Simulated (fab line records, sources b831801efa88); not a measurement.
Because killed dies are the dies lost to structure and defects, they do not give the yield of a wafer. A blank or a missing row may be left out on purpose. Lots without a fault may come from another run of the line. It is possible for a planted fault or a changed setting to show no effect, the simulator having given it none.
The tool behind it: which one? / flow sky130 / 24 lots, 72 wafers sampled, at 6 steps of a route of 708

== WHAT THE GAUGES SHOWED, per wafer ==
SKY_PWDE_OVL_MEAS_07.
lot=L074; measured=day 3 19:21; on=overlay-02; PWDE_OVL (nm)=-1.8 0.4 -1.6
lot=L075; measured=day 4 00:16; on=overlay-02; PWDE_OVL (nm)=-0.8 -0.6 -0.8
lot=L076; measured=day 4 09:45; on=overlay-02; PWDE_OVL (nm)=-3.0 -0.9 -0.9
lot=L077; measured=day 4 13:19; on=overlay-02; PWDE_OVL (nm)=2.0 -1.7 -1.5
lot=L078; measured=day 4 19:05; on=overlay-02; PWDE_OVL (nm)=1.6 0.9 1.4
lot=L079; measured=day 4 23:48; on=overlay-01; PWDE_OVL (nm)=0.8 1.1 -0.6
lot=L080; measured=day 5 06:04; on=overlay-01; PWDE_OVL (nm)=3.9 2.9 1.7
lot=L081; measured=day 5 12:07; on=overlay-02; PWDE_OVL (nm)=-0.2 0.2 0.8
lot=L082; measured=day 5 16:32; on=overlay-02; PWDE_OVL (nm)=0.2 -0.1 0.3
lot=L083; measured=day 5 23:28; on=overlay-02; PWDE_OVL (nm)=0.4 0.7 -0.7
lot=L084; measured=day 6 01:08; on=overlay-02; PWDE_OVL (nm)=-1.5 1.1 0.8
lot=L085; measured=day 6 09:16; on=overlay-02; PWDE_OVL (nm)=-0.1 -0.4 -0.5
lot=L086; measured=day 6 14:41; on=overlay-01; PWDE_OVL (nm)=4.9 6.7 4.6
lot=L087; measured=day 6 21:06; on=overlay-02; PWDE_OVL (nm)=-0.8 -1.3 -0.3
lot=L088; measured=day 7 01:17; on=overlay-01; PWDE_OVL (nm)=0.0 1.0 1.4
lot=L089; measured=day 7 06:48; on=overlay-01; PWDE_OVL (nm)=0.7 0.7 0.0
lot=L090; measured=day 7 15:21; on=overlay-01; PWDE_OVL (nm)=0.6 1.7 0.9
lot=L091; measured=day 8 01:07; on=overlay-01; PWDE_OVL (nm)=-0.1 0.1 1.1
lot=L092; measured=day 8 13:23; on=overlay-01; PWDE_OVL (nm)=0.0 -0.2 3.3
lot=L093; measured=day 8 13:42; on=overlay-02; PWDE_OVL (nm)=1.3 0.5 2.0
lot=L095; measured=day 8 19:23; on=overlay-01; PWDE_OVL (nm)=2.9 1.3 1.2
lot=L094; measured=day 8 19:44; on=overlay-02; PWDE_OVL (nm)=0.2 1.7 1.8
lot=L096; measured=day 9 01:29; on=overlay-02; PWDE_OVL (nm)=-0.9 -1.4 -1.0
lot=L097; measured=day 9 10:53; on=overlay-01; PWDE_OVL (nm)=1.4 2.5 1.5

SKY_VT_ADJUST_LVTN_TW_MEAS_21.
lot=L074; measured=day 7 13:11; on=film_metro-01; VT_ADJUST_LVTN_2_TW=189.0 189.2 188.8
lot=L075; measured=day 7 19:41; on=film_metro-03; VT_ADJUST_LVTN_2_TW=187.8 187.1 187.8
lot=L076; measured=day 8 07:50; on=film_metro-01; VT_ADJUST_LVTN_2_TW=188.5 188.6 189.0
lot=L077; measured=day 8 11:35; on=film_metro-02; VT_ADJUST_LVTN_2_TW=187.2 186.8 187.6
lot=L078; measured=day 8 20:25; on=film_metro-03; VT_ADJUST_LVTN_2_TW=186.3 187.2 186.4
lot=L079; measured=day 9 01:22; on=film_metro-02; VT_ADJUST_LVTN_2_TW=189.6 189.6 189.7
lot=L080; measured=day 9 06:51; on=film_metro-02; VT_ADJUST_LVTN_2_TW=189.8 190.3 189.6
lot=L081; measured=day 9 14:37; on=film_metro-03; VT_ADJUST_LVTN_2_TW=185.8 185.3 185.6
lot=L082; measured=day 9 20:40; on=film_metro-01; VT_ADJUST_LVTN_2_TW=189.8 189.3 189.0
lot=L083; measured=day 10 05:52; on=film_metro-03; VT_ADJUST_LVTN_2_TW=186.5 186.9 186.9
lot=L084; measured=day 10 08:28; on=film_metro-01; VT_ADJUST_LVTN_2_TW=189.1 188.7 189.1
lot=L085; measured=day 10 16:37; on=film_metro-02; VT_ADJUST_LVTN_2_TW=188.4 187.5 188.9
lot=L086; measured=day 11 01:16; on=film_metro-01; VT_ADJUST_LVTN_2_TW=188.3 190.5 190.6
lot=L087; measured=day 11 08:11; on=film_metro-01; VT_ADJUST_LVTN_2_TW=190.5 189.5 189.6
lot=L088; measured=day 11 13:33; on=film_metro-01; VT_ADJUST_LVTN_2_TW=189.5 188.8 189.3
lot=L089; measured=day 11 21:58; on=film_metro-03; VT_ADJUST_LVTN_2_TW=186.8 186.4 187.0
lot=L090; measured=day 12 07:31; on=film_metro-02; VT_ADJUST_LVTN_2_TW=187.8 187.8 188.1
lot=L091; measured=day 12 19:23; on=film_metro-02; VT_ADJUST_LVTN_2_TW=187.2 187.2 188.9
lot=L092; measured=day 13 09:44; on=film_metro-01; VT_ADJUST_LVTN_2_TW=191.7 190.3 191.2
lot=L093; measured=day 13 10:25; on=film_metro-01; VT_ADJUST_LVTN_2_TW=190.1 189.9 190.4
lot=L095; measured=day 13 15:47; on=film_metro-01; VT_ADJUST_LVTN_2_TW=190.2 189.9 190.2
lot=L094; measured=day 13 17:03; on=film_metro-01; VT_ADJUST_LVTN_2_TW=189.6 189.2 190.1
lot=L096; measured=day 14 01:13; on=film_metro-02; VT_ADJUST_LVTN_2_TW=188.6 187.4 188.6
lot=L097; measured=day 14 11:26; on=film_metro-02; VT_ADJUST_LVTN_2_TW=188.3 186.9 188.4

SKY_POLY_GATE_THK_MEAS_21.
lot=L074; measured=day 16 06:17; on=film_metro-04; POLY_GATE_OXIDATION_THK (nm)=4.01 3.90 3.98
lot=L075; measured=day 16 11:17; on=film_metro-02; POLY_GATE_OXIDATION_THK (nm)=3.98 3.98 3.97
lot=L076; measured=day 17 04:32; on=film_metro-02; POLY_GATE_OXIDATION_THK (nm)=4.03 4.01 4.05
lot=L077; measured=day 17 08:53; on=film_metro-01; POLY_GATE_OXIDATION_THK (nm)=4.00 3.92 4.02
lot=L078; measured=day 18 00:56; on=film_metro-04; POLY_GATE_OXIDATION_THK (nm)=3.92 3.99 3.90
lot=L079; measured=day 18 06:23; on=film_metro-04; POLY_GATE_OXIDATION_THK (nm)=3.99 3.86 3.91
lot=L080; measured=day 18 15:52; on=film_metro-04; POLY_GATE_OXIDATION_THK (nm)=4.07 4.02 4.04
lot=L081; measured=day 19 00:53; on=film_metro-04; POLY_GATE_OXIDATION_THK (nm)=4.04 3.98 4.11
lot=L082; measured=day 19 06:51; on=film_metro-02; POLY_GATE_OXIDATION_THK (nm)=3.90 4.01 3.97
lot=L083; measured=day 19 21:14; on=film_metro-02; POLY_GATE_OXIDATION_THK (nm)=3.95 3.91 3.95
lot=L084; measured=day 19 22:29; on=film_metro-02; POLY_GATE_OXIDATION_THK (nm)=3.91 4.03 3.98
lot=L085; measured=day 20 09:43; on=film_metro-02; POLY_GATE_OXIDATION_THK (nm)=4.03 3.97 4.05
lot=L086; measured=day 20 22:41; on=film_metro-04; POLY_GATE_OXIDATION_THK (nm)=4.10 4.09 4.11
lot=L087; measured=day 21 05:12; on=film_metro-02; POLY_GATE_OXIDATION_THK (nm)=4.00 3.93 3.98
lot=L088; measured=day 21 12:14; on=film_metro-04; POLY_GATE_OXIDATION_THK (nm)=3.95 3.92 4.06
lot=L089; measured=day 21 22:24; on=film_metro-01; POLY_GATE_OXIDATION_THK (nm)=3.97 3.99 3.95
lot=L090; measured=day 22 10:01; on=film_metro-02; POLY_GATE_OXIDATION_THK (nm)=3.98 4.03 4.00
lot=L091; measured=day 22 23:37; on=film_metro-01; POLY_GATE_OXIDATION_THK (nm)=4.14 4.16 4.04
lot=L092; measured=day 23 15:47; on=film_metro-01; POLY_GATE_OXIDATION_THK (nm)=3.99 3.96 3.99
lot=L093; measured=day 23 16:23; on=film_metro-04; POLY_GATE_OXIDATION_THK (nm)=3.94 3.99 4.03
lot=L095; measured=day 23 20:47; on=film_metro-04; POLY_GATE_OXIDATION_THK (nm)=3.90 3.94 3.95
lot=L094; measured=day 24 03:05; on=film_metro-01; POLY_GATE_OXIDATION_THK (nm)=4.09 4.07 4.13
lot=L096; measured=day 24 09:25; on=film_metro-04; POLY_GATE_OXIDATION_THK (nm)=4.03 4.06 4.13
lot=L097; measured=day 24 21:13; on=film_metro-02; POLY_GATE_OXIDATION_THK (nm)=3.97 3.95 3.87

SKY_LDD_HVN_OVL_MEAS_07.
lot=L074; measured=day 20 00:21; on=overlay-02; LDD_HVN_OVL (nm)=-0.4 1.5 2.9
lot=L075; measured=day 20 06:15; on=overlay-02; LDD_HVN_OVL (nm)=0.4 -0.5 -1.8
lot=L076; measured=day 21 01:04; on=overlay-01; LDD_HVN_OVL (nm)=-1.6 -2.0 -1.8
lot=L077; measured=day 21 06:12; on=overlay-01; LDD_HVN_OVL (nm)=-0.9 0.5 1.4
lot=L078; measured=day 21 23:45; on=overlay-01; LDD_HVN_OVL (nm)=-2.2 -1.8 -1.0
lot=L079; measured=day 22 03:09; on=overlay-01; LDD_HVN_OVL (nm)=2.8 2.7 1.8
lot=L080; measured=day 22 14:49; on=overlay-01; LDD_HVN_OVL (nm)=2.2 3.1 3.1
lot=L081; measured=day 22 22:09; on=overlay-01; LDD_HVN_OVL (nm)=0.2 -1.4 0.8
lot=L082; measured=day 23 05:20; on=overlay-02; LDD_HVN_OVL (nm)=-1.3 -1.5 -1.3
lot=L083; measured=day 23 18:39; on=overlay-02; LDD_HVN_OVL (nm)=2.5 0.6 0.5
lot=L084; measured=day 23 20:39; on=overlay-02; LDD_HVN_OVL (nm)=0.1 -0.1 -1.3
lot=L085; measured=day 24 06:15; on=overlay-01; LDD_HVN_OVL (nm)=2.2 2.0 3.5
lot=L086; measured=day 24 17:47; on=overlay-02; LDD_HVN_OVL (nm)=-0.8 -3.0 -0.7
lot=L087; measured=day 25 00:36; on=overlay-01; LDD_HVN_OVL (nm)=0.2 0.3 1.3
lot=L088; measured=day 25 07:23; on=overlay-01; LDD_HVN_OVL (nm)=-0.4 -1.1 -1.5
lot=L089; measured=day 25 19:15; on=overlay-01; LDD_HVN_OVL (nm)=4.0 1.9 2.0
lot=L090; measured=day 26 04:39; on=overlay-02; LDD_HVN_OVL (nm)=1.1 1.4 0.9
lot=L091; measured=day 26 16:58; on=overlay-01; LDD_HVN_OVL (nm)=-1.1 -2.3 -0.8
lot=L092; measured=day 27 10:16; on=overlay-01; LDD_HVN_OVL (nm)=1.4 0.0 0.7
lot=L093; measured=day 27 09:20; on=overlay-02; LDD_HVN_OVL (nm)=-0.9 -1.6 -1.2
lot=L095; measured=day 27 13:50; on=overlay-01; LDD_HVN_OVL (nm)=-0.2 0.6 0.1
lot=L094; measured=day 27 20:22; on=overlay-02; LDD_HVN_OVL (nm)=1.0 0.8 0.0
lot=L096; measured=day 28 01:06; on=overlay-01; LDD_HVN_OVL (nm)=-1.5 -2.2 -2.4
lot=L097; measured=day 28 13:57; on=overlay-01; LDD_HVN_OVL (nm)=0.6 1.3 0.2

== EACH LOT AND THE TOOL THAT RAN IT (in order: tool; ch and the chambers of the sampled wafers; start) ==
lot=L074; SKY_VT_ADJUST_NCORE_STRIP_10=plasma_asher-02 ch 0,1, day 8 10:31; SKY_POLY_GATE_ETCH_16=rie_diel-03 ch 0,1,3, day 16 04:43
lot=L075; SKY_VT_ADJUST_NCORE_STRIP_10=plasma_asher-04 ch 0,1, day 8 16:49; SKY_POLY_GATE_ETCH_16=rie_diel-02 ch 0,2, day 16 09:44
lot=L076; SKY_VT_ADJUST_NCORE_STRIP_10=plasma_asher-03 ch 0,1, day 9 04:05; SKY_POLY_GATE_ETCH_16=rie_diel-02 ch 2,3, day 17 01:10
lot=L077; SKY_VT_ADJUST_NCORE_STRIP_10=plasma_asher-03 ch 0,1, day 9 08:17; SKY_POLY_GATE_ETCH_16=rie_diel-01 ch 1,2, day 17 06:20
lot=L078; SKY_VT_ADJUST_NCORE_STRIP_10=plasma_asher-04 ch 0,1, day 9 17:43; SKY_POLY_GATE_ETCH_16=rie_diel-01 ch 1,2, day 17 23:22
lot=L079; SKY_VT_ADJUST_NCORE_STRIP_10=plasma_asher-03 ch 0,1, day 9 23:02; SKY_POLY_GATE_ETCH_16=rie_diel-03 ch 1,2,3, day 18 04:44
lot=L080; SKY_VT_ADJUST_NCORE_STRIP_10=plasma_asher-03 ch 0,1, day 10 05:02; SKY_POLY_GATE_ETCH_16=rie_diel-01 ch 0,1,2, day 18 14:16
lot=L081; SKY_VT_ADJUST_NCORE_STRIP_10=plasma_asher-03 ch 0,1, day 10 13:07; SKY_POLY_GATE_ETCH_16=rie_diel-01 ch 0,2,3, day 18 22:52
lot=L082; SKY_VT_ADJUST_NCORE_STRIP_10=plasma_asher-02 ch 0,1, day 10 18:41; SKY_POLY_GATE_ETCH_16=rie_diel-01 ch 0,1,2, day 19 05:17
lot=L083; SKY_VT_ADJUST_NCORE_STRIP_10=plasma_asher-03 ch 0,1, day 11 03:56; SKY_POLY_GATE_ETCH_16=rie_diel-01 ch 0,1, day 19 19:40
lot=L084; SKY_VT_ADJUST_NCORE_STRIP_10=plasma_asher-04 ch 0,1, day 11 07:25; SKY_POLY_GATE_ETCH_16=rie_diel-02 ch 0,1,2, day 19 20:28
lot=L085; SKY_VT_ADJUST_NCORE_STRIP_10=plasma_asher-02 ch 0,1, day 11 15:53; SKY_POLY_GATE_ETCH_16=rie_diel-03 ch 0,3, day 20 06:58
lot=L086; SKY_VT_ADJUST_NCORE_STRIP_10=plasma_asher-03 ch 0,1, day 12 01:05; SKY_POLY_GATE_ETCH_16=rie_diel-03 ch 0,1,3, day 20 21:07
lot=L087; SKY_VT_ADJUST_NCORE_STRIP_10=plasma_asher-04 ch 0,1, day 12 08:08; SKY_POLY_GATE_ETCH_16=rie_diel-01 ch 1,3, day 21 03:38
lot=L088; SKY_VT_ADJUST_NCORE_STRIP_10=plasma_asher-03 ch 0,1, day 12 14:38; SKY_POLY_GATE_ETCH_16=rie_diel-01 ch 2,3, day 21 10:37
lot=L089; SKY_VT_ADJUST_NCORE_STRIP_10=plasma_asher-03 ch 0,1, day 12 23:01; SKY_POLY_GATE_ETCH_16=rie_diel-02 ch 0,2, day 21 20:50
lot=L090; SKY_VT_ADJUST_NCORE_STRIP_10=plasma_asher-03 ch 0,1, day 13 07:31; SKY_POLY_GATE_ETCH_16=rie_diel-03 ch 0,1,2, day 22 07:17
lot=L091; SKY_VT_ADJUST_NCORE_STRIP_10=plasma_asher-04 ch 0,1, day 13 19:17; SKY_POLY_GATE_ETCH_16=rie_diel-01 ch 0,2,3, day 22 22:02
lot=L092; SKY_VT_ADJUST_NCORE_STRIP_10=plasma_asher-04 ch 1, day 14 11:10; SKY_POLY_GATE_ETCH_16=rie_diel-01 ch 1,2, day 23 14:10
lot=L093; SKY_VT_ADJUST_NCORE_STRIP_10=plasma_asher-04 ch 0,1, day 14 11:46; SKY_POLY_GATE_ETCH_16=rie_diel-03 ch 0,2,3, day 23 14:31
lot=L095; SKY_VT_ADJUST_NCORE_STRIP_10=plasma_asher-02 ch 0,1, day 14 18:05; SKY_POLY_GATE_ETCH_16=rie_diel-02 ch 0,2,3, day 23 19:10
lot=L094; SKY_VT_ADJUST_NCORE_STRIP_10=plasma_asher-04 ch 0,1, day 14 19:35; SKY_POLY_GATE_ETCH_16=rie_diel-03 ch 1,2,3, day 24 00:55
lot=L096; SKY_VT_ADJUST_NCORE_STRIP_10=plasma_asher-02 ch 0,1, day 15 03:38; SKY_POLY_GATE_ETCH_16=rie_diel-03 ch 1,2, day 24 07:49
lot=L097; SKY_VT_ADJUST_NCORE_STRIP_10=plasma_asher-03 ch 0,1, day 15 14:19; SKY_POLY_GATE_ETCH_16=rie_diel-03 ch 1,3, day 24 19:40
- SKY_VT_ADJUST_NCORE_STRIP_10: strips in O2/N2.
- SKY_POLY_GATE_ETCH_16: etches Si3N4 in CH3F/O2, stops on poly-Si, time 147.5 s, target depth 75 nm.

== WHAT THE TOOLS THEMSELVES READ (means of the sampled wafers that have a number; where no wafer has one, the mark that the record gives instead) ==
SKY_VT_ADJUST_NCORE_STRIP_10.
lot=L074; tool=plasma_asher-02; drypump_motor_current_A (A)=5.1; oes_product_au (a.u.)=0.711; strip_time_to_endpoint_s (s)=14.18
lot=L075; tool=plasma_asher-04; drypump_motor_current_A (A)=5.8; oes_product_au (a.u.)=0.714; strip_time_to_endpoint_s (s)=14.17
lot=L076; tool=plasma_asher-03; drypump_motor_current_A (A)=6.1; oes_product_au (a.u.)=0.718; strip_time_to_endpoint_s (s)=14.16
lot=L077; tool=plasma_asher-03; drypump_motor_current_A (A)=6.0; oes_product_au (a.u.)=0.719; strip_time_to_endpoint_s (s)=14.18
lot=L078; tool=plasma_asher-04; drypump_motor_current_A (A)=5.8; oes_product_au (a.u.)=0.713; strip_time_to_endpoint_s (s)=14.13
lot=L079; tool=plasma_asher-03; drypump_motor_current_A (A)=6.1; oes_product_au (a.u.)=0.720; strip_time_to_endpoint_s (s)=14.19
lot=L080; tool=plasma_asher-03; drypump_motor_current_A (A)=6.1; oes_product_au (a.u.)=0.714; strip_time_to_endpoint_s (s)=14.21
lot=L081; tool=plasma_asher-03; drypump_motor_current_A (A)=6.1; oes_product_au (a.u.)=0.716; strip_time_to_endpoint_s (s)=14.19
lot=L082; tool=plasma_asher-02; drypump_motor_current_A (A)=5.3; oes_product_au (a.u.)=0.717; strip_time_to_endpoint_s (s)=14.20
lot=L083; tool=plasma_asher-03; drypump_motor_current_A (A)=6.1; oes_product_au (a.u.)=0.718; strip_time_to_endpoint_s (s)=14.22
lot=L084; tool=plasma_asher-04; drypump_motor_current_A (A)=5.8; oes_product_au (a.u.)=0.713; strip_time_to_endpoint_s (s)=14.14
lot=L085; tool=plasma_asher-02; drypump_motor_current_A (A)=5.1; oes_product_au (a.u.)=0.717; strip_time_to_endpoint_s (s)=14.12
lot=L086; tool=plasma_asher-03; drypump_motor_current_A (A)=6.1; oes_product_au (a.u.)=0.717; strip_time_to_endpoint_s (s)=14.18
lot=L087; tool=plasma_asher-04; drypump_motor_current_A (A)=5.8; oes_product_au (a.u.)=0.723; strip_time_to_endpoint_s (s)=14.12
lot=L088; tool=plasma_asher-03; drypump_motor_current_A (A)=6.0; oes_product_au (a.u.)=0.717; strip_time_to_endpoint_s (s)=14.14
lot=L089; tool=plasma_asher-03; drypump_motor_current_A (A)=6.1; oes_product_au (a.u.)=0.720; strip_time_to_endpoint_s (s)=14.14
lot=L090; tool=plasma_asher-03; drypump_motor_current_A (A)=6.1; oes_product_au (a.u.)=0.713; strip_time_to_endpoint_s (s)=14.19
lot=L091; tool=plasma_asher-04; drypump_motor_current_A (A)=5.7; oes_product_au (a.u.)=0.717; strip_time_to_endpoint_s (s)=14.15
lot=L092; tool=plasma_asher-04; drypump_motor_current_A (A)=5.5; oes_product_au (a.u.)=0.712; strip_time_to_endpoint_s (s)=14.14
lot=L093; tool=plasma_asher-04; drypump_motor_current_A (A)=5.9; oes_product_au (a.u.)=0.719; strip_time_to_endpoint_s (s)=14.24
lot=L095; tool=plasma_asher-02; drypump_motor_current_A (A)=5.1; oes_product_au (a.u.)=0.714; strip_time_to_endpoint_s (s)=14.18
lot=L094; tool=plasma_asher-04; drypump_motor_current_A (A)=5.8; oes_product_au (a.u.)=0.713; strip_time_to_endpoint_s (s)=14.18
lot=L096; tool=plasma_asher-02; drypump_motor_current_A (A)=5.1; oes_product_au (a.u.)=0.720; strip_time_to_endpoint_s (s)=14.17
lot=L097; tool=plasma_asher-03; drypump_motor_current_A (A)=6.0; oes_product_au (a.u.)=0.718; strip_time_to_endpoint_s (s)=14.07

SKY_POLY_GATE_ETCH_16.
lot=L074; tool=rie_diel-03; drypump_motor_current_A (A)=6.00; oes_product_au (a.u.)=0.641; throttle_valve_pct (%)=10.539
lot=L075; tool=rie_diel-02; drypump_motor_current_A (A)=5.77; oes_product_au (a.u.)=0.647; throttle_valve_pct (%)=10.536
lot=L076; tool=rie_diel-02; drypump_motor_current_A (A)=6.04; oes_product_au (a.u.)=0.648; throttle_valve_pct (%)=10.535
lot=L077; tool=rie_diel-01; drypump_motor_current_A (A)=5.75; oes_product_au (a.u.)=0.639; throttle_valve_pct (%)=10.535
lot=L078; tool=rie_diel-01; drypump_motor_current_A (A)=5.96; oes_product_au (a.u.)=0.640; throttle_valve_pct (%)=10.533
lot=L079; tool=rie_diel-03; drypump_motor_current_A (A)=6.19; oes_product_au (a.u.)=0.639; throttle_valve_pct (%)=10.538
lot=L080; tool=rie_diel-01; drypump_motor_current_A (A)=5.78; oes_product_au (a.u.)=0.639; throttle_valve_pct (%)=10.530
lot=L081; tool=rie_diel-01; drypump_motor_current_A (A)=5.81; oes_product_au (a.u.)=0.639; throttle_valve_pct (%)=10.534
lot=L082; tool=rie_diel-01; drypump_motor_current_A (A)=5.77; oes_product_au (a.u.)=0.636; throttle_valve_pct (%)=10.524
lot=L083; tool=rie_diel-01; drypump_motor_current_A (A)=5.99; oes_product_au (a.u.)=0.641; throttle_valve_pct (%)=10.534
lot=L084; tool=rie_diel-02; drypump_motor_current_A (A)=5.78; oes_product_au (a.u.)=0.645; throttle_valve_pct (%)=10.540
lot=L085; tool=rie_diel-03; drypump_motor_current_A (A)=5.93; oes_product_au (a.u.)=0.645; throttle_valve_pct (%)=10.543
lot=L086; tool=rie_diel-03; drypump_motor_current_A (A)=6.00; oes_product_au (a.u.)=0.640; throttle_valve_pct (%)=10.536
lot=L087; tool=rie_diel-01; drypump_motor_current_A (A)=6.20; oes_product_au (a.u.)=0.646; throttle_valve_pct (%)=10.551
lot=L088; tool=rie_diel-01; drypump_motor_current_A (A)=5.78; oes_product_au (a.u.)=0.636; throttle_valve_pct (%)=10.538
lot=L089; tool=rie_diel-02; drypump_motor_current_A (A)=5.74; oes_product_au (a.u.)=0.641; throttle_valve_pct (%)=10.536
lot=L090; tool=rie_diel-03; drypump_motor_current_A (A)=6.15; oes_product_au (a.u.)=0.645; throttle_valve_pct (%)=10.529
lot=L091; tool=rie_diel-01; drypump_motor_current_A (A)=5.81; oes_product_au (a.u.)=0.638; throttle_valve_pct (%)=10.535
lot=L092; tool=rie_diel-01; drypump_motor_current_A (A)=5.79; oes_product_au (a.u.)=0.640; throttle_valve_pct (%)=10.525
lot=L093; tool=rie_diel-03; drypump_motor_current_A (A)=6.09; oes_product_au (a.u.)=0.641; throttle_valve_pct (%)=10.534
lot=L095; tool=rie_diel-02; drypump_motor_current_A (A)=6.01; oes_product_au (a.u.)=0.636; throttle_valve_pct (%)=10.536
lot=L094; tool=rie_diel-03; drypump_motor_current_A (A)=6.19; oes_product_au (a.u.)=0.641; throttle_valve_pct (%)=10.547
lot=L096; tool=rie_diel-03; drypump_motor_current_A (A)=6.24; oes_product_au (a.u.)=0.641; throttle_valve_pct (%)=10.536
lot=L097; tool=rie_diel-03; drypump_motor_current_A (A)=6.07; oes_product_au (a.u.)=0.641; throttle_valve_pct (%)=10.536

== THE ANSWER, worked out from the rows above alone ==
Rule: the usual values come from the lots themselves. Put in order of their means at a reading, lots are off if they are a third of the lots or fewer, leave a main group of 4 or more, and stand apart from it by a gap of 3 or more times the standard deviation of the main group's means; of several such gaps the widest counts. The tables above print the reading to a certain number of digits; a main group whose means all agree to those digits is not used. Also off: a lot with no number at a reading for which 4 or more lots have one. Any other lot the step has rows for is counted as sound. The gauges are gone through in route order, then the tools' own readings, and for those a lot's mean is taken as printed above. At the first step where some lot is off, the reading lying furthest off is the one used; lots without a number count as furthest.
No lot is off on any of the readings shown, so nothing can be concluded from this.

== WHAT HAD BEEN PUT IN BY THE SIMULATOR ==
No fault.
